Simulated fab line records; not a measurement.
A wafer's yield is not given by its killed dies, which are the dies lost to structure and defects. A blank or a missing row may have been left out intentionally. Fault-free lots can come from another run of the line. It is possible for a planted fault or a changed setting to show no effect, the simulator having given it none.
A struck lot beside a sound one :: flow sky130 :: 18 out of 708 route steps
Sound: these wafers, L669.1, L669.3, L669.6. Wafers struck: L678.2, L678.3, L678.4. The cause comes at the end.
For every step that has rows: the tool of each side, followed by ch and its chambers, followed by its first start. Under that, the readings that differ: sound wafers :: struck wafers :: difference of the means :: sigmas: that difference in standard deviations of wafers without a fault.
alike: words and numbers the same on both sides, and readings whose means are apart by under 2 such deviations; not compared: readings that were withheld, readings missing a value for some wafer, numbers with overlapping values and no deviation given by the record, and bounds like >300 which may hide the same value.
Wherever a step has rows on one side only, a row that says differs or no value, or a row with sigmas, the two part there. When numbers do not overlap yet have no deviation, they are printed without sigmas and do not part them. Lack of a reading on every wafer of one side parts them only where that side has two or more wafers.

SKY_LDD_HVP_STRIP_09: strips in O2/N2.
  sound on plasma asher-01 ch 0,1, day 22 19:10; struck on plasma asher-01 ch 0,1, day 25 17:33
  alike: drypump motor current A, oes product au, strip time to endpoint s
  not compared: rf hours counter h
SKY_LDD_HVP_TW_MEAS_10:
  struck on film metro-03, day 25 17:40; sound on film metro-01, day 22 19:16
  alike: LDD_HVP_TW
then, 7 steps without rows for these wafers: SKY_LDD_LDN_DEHYDRATE_00 (time 60 s); SKY_LDD_LDN_HMDS_01 (prime time 60 s); SKY_LDD_LDN_COAT_02 (resist thk 1140 nm); SKY_LDD_LDN_SOFTBAKE_03 (time 60 s); SKY_LDD_LDN_EXPOSE_04 (exposes mask LDNTM, target cd 700 nm); SKY_LDD_LDN_PEB_05; SKY_LDD_LDN_DEVELOP_06 (develop time 60 s).
SKY_LDD_LDN_OVL_MEAS_07:
  struck on overlay-02, day 26 22:29; sound on overlay-02, day 24 01:44
  alike: LDD_LDN_OVL
then, 2 steps without rows for these wafers: SKY_LDD_LDN_IMPLANT_08; SKY_LDD_LDN_IMPLANT_09.
SKY_LDD_LDN_IMPLANT_10:
  sound on implanter-02 ch 0, day 24 02:04; struck on implanter-02 ch 0, day 26 22:51
reading: dose ions cm2
sound: 1.2521e+13 1.2512e+13 1.2526e+13
struck: 2.1476e+13 2.1469e+13 2.1488e+13
difference: +8.9580e+12
sigmas: +99 or more

reading: faraday current uA
sound: 71.7 71.2 70.7
struck: 120.9 118.6 121.7
difference: +49.2
sigmas: +35
then, 1 step without rows for these wafers: SKY_LDD_LDN_IMPLANT_11.
SKY_LDD_LDN_STRIP_12: strips in O2/N2.
  sound on plasma asher-02 ch 0, day 24 02:22; struck on plasma asher-02 ch 0,1, day 26 23:07
  alike: drypump motor current A, oes product au, strip time to endpoint s
  not compared: rf hours counter h
SKY_LDD_LDN_TW_MEAS_13:
  struck on film metro-02, day 26 23:14; sound on film metro-01, day 24 02:28
reading: LDD_LDN_TW
sound: 1448 1460 1463
struck: 1564 1573 1584
difference: +117
sigmas: +9
then, 1 step without rows for these wafers: SKY_LDD_LDN_CLEAN_14 (cleans in SC1/SC2, time 150 s).
-- a jump in the record: the struck wafers' starts before and after are 22 days apart (it breaks off in module LDD_LDN and resumes in module PAD_OPEN, where the first step shown is number 708 of the route) --
SKY_PAD_OPEN_PROBE_99:
  struck on prober-01, day 48 16:20; sound on prober-02, day 46 16:17
reading: model.etest.tip sonos.rs ohm sq
sound: 2816 2824
struck: 2470 2454 2510
difference: -342
sigmas: 
  alike: killed_at_M0_to_M3, killed_at_M4_up, killed at contacts, killed at front end, killed at other, killed dies, killed open, killed short

WHERE THEY PART
Earliest at SKY_LDD_LDN_IMPLANT_10; latest, in this record, at SKY_LDD_LDN_TW_MEAS_13. Later steps at which nothing parts them and some readings are alike: SKY_PAD_OPEN_PROBE_99.

WHY: whatever the simulator had introduced
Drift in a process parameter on implanter-02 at SKY_LDD_LDN_IMPLANT_10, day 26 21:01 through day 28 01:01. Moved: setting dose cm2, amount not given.
